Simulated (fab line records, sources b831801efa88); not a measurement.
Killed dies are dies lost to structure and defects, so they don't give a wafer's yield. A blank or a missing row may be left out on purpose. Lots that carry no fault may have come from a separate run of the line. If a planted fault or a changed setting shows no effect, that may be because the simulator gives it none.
Lot-split experiment ; flow gf180mcu ; on a route of 602 steps: 5 lots, 23 wafers read

## SPLIT DETAILS
At GF_NSD_IMPLANT_10, the setting doseCm2 was moved away from the recipe's 5e+14 on 8 of the 23 wafers read, by -11.9% to +8.6%. This setting was run at the recipe's value on the other wafers.

## FROM THE SPLIT TO THE READING: what the file shows between them, 6 steps
- GF_PSD_EXPOSE_04: exposes mask Pplus, target cd 400 nm (also split here: doseMj)
- GF_PSD_DEVELOP_06: develop time 60 s (also split here: devTempC)
- GF_PSD_CD_MEAS_07: target cd 400 nm
- GF_PSD_IMPLANT_09
- GF_PSD_CLEAN_12: cleans in SC1/SC2, time 150 s
- GF_PSD_RTA_13: time 20 s

## THE READING
NSD_RS, in ohm/sq, at GF_PSD_RS_MEAS_14 (measures by four-point-probe). Fault-free wafers of this fab line usually give 46.19 ohm/sq, standard deviation 0.094 ohm/sq.

wafer;tool, chamber at the split;doseCm2 as run;against the recipe;NSD_RS, ohm/sq;against lot-mates on the recipe
L076.2;implanter-01, 0;5e+14;recipe;46.28;-
L076.3;implanter-01, 0;5e+14;recipe;46.21;-
L076.4;implanter-01, 0;5e+14;recipe;46.27;-
L077.1;implanter-01, 0;5.431e+14;+8.6%;45.60;-0.48
L077.2;implanter-01, 0;5.431e+14;+8.6%;45.49;-0.59
L077.3;implanter-01, 0;5.431e+14;+8.6%;45.70;-0.38
L077.4;implanter-01, 0;5e+14;recipe;46.06;-
L077.5;implanter-01, 0;5e+14;recipe;46.10;-
L080.1;implanter-01, 0;5e+14;recipe;46.03;-
L080.2;implanter-01, 0;5e+14;recipe;46.17;-
L080.3;implanter-01, 0;4.407e+14;-11.9%;46.78;+0.68
L080.4;implanter-01, 0;4.407e+14;-11.9%;46.81;+0.71
L080.6;implanter-01, 0;4.407e+14;-11.9%;46.86;+0.76
L082.1;implanter-04, 0;5e+14;recipe;46.26;-
L082.2;implanter-04, 0;5e+14;recipe;46.30;-
L082.3;implanter-04, 0;5e+14;recipe;46.28;-
L082.4;implanter-04, 0;5e+14;recipe;46.24;-
L082.6;implanter-04, 0;5e+14;recipe;46.22;-
L083.2;implanter-04, 0;5e+14;recipe;46.21;-
L083.3;implanter-04, 0;5e+14;recipe;46.17;-
L083.4;implanter-04, 0;4.575e+14;-8.5%;46.56;+0.37
L083.5;implanter-04, 0;4.575e+14;-8.5%;46.75;+0.56
L083.6;implanter-04, 0;5e+14;recipe;46.19;-

FIT RESULTS
A straight line over all 23 wafers: NSD_RS changes by -0.0583 ohm/sq for each +1% of doseCm2; r = -0.97; the points scatter about the line by 0.09 ohm/sq.
The same after taking each lot's own level away (the mean of its wafers on the recipe; 23 wafers): -0.058 ohm/sq for each +1%; r = -0.99; scatter 0.056 ohm/sq.
Per that fit: largest doseCm2 move, reading shift of 0.69 ohm/sq.
Measured against the standard deviation above, the lots' own levels, which go from 46.080 to 46.260 ohm/sq, span 1.9 times it.
The two slopes are in agreement: the lot-to-lot level therefore moves the slope only a little.
Check: with one of the wafers moved furthest among these (-11.9%) left out of the fit, the line predicts +0.695 ohm/sq for it against its lot-mates. It came out at +0.68 ohm/sq against them.

## THESE WAFERS: OTHER SPLITS
Before the reading, these wafers also passed through other splits. Each is held against what the fit with the lots' levels taken away leaves over:
other split on the same wafers;wafers away from the commonest value;r with NSD_RS (lot level and that fit taken away)
GF_HV_LDD_DEVELOP_30 developTimeS;10;-0.07
GF_HV_LDD_COAT_41 spinRpm;7;+0.41
GF_HV_LDD_CVD_56 tempC;15;-0.13
GF_PSD_EXPOSE_04 doseMj;8;-0.09
GF_PSD_DEVELOP_06 devTempC;11;-0.14

## FILE'S OWN FIT
NSD_RS changes by -0.0581 ohm/sq for each +1% of doseCm2, r = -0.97.
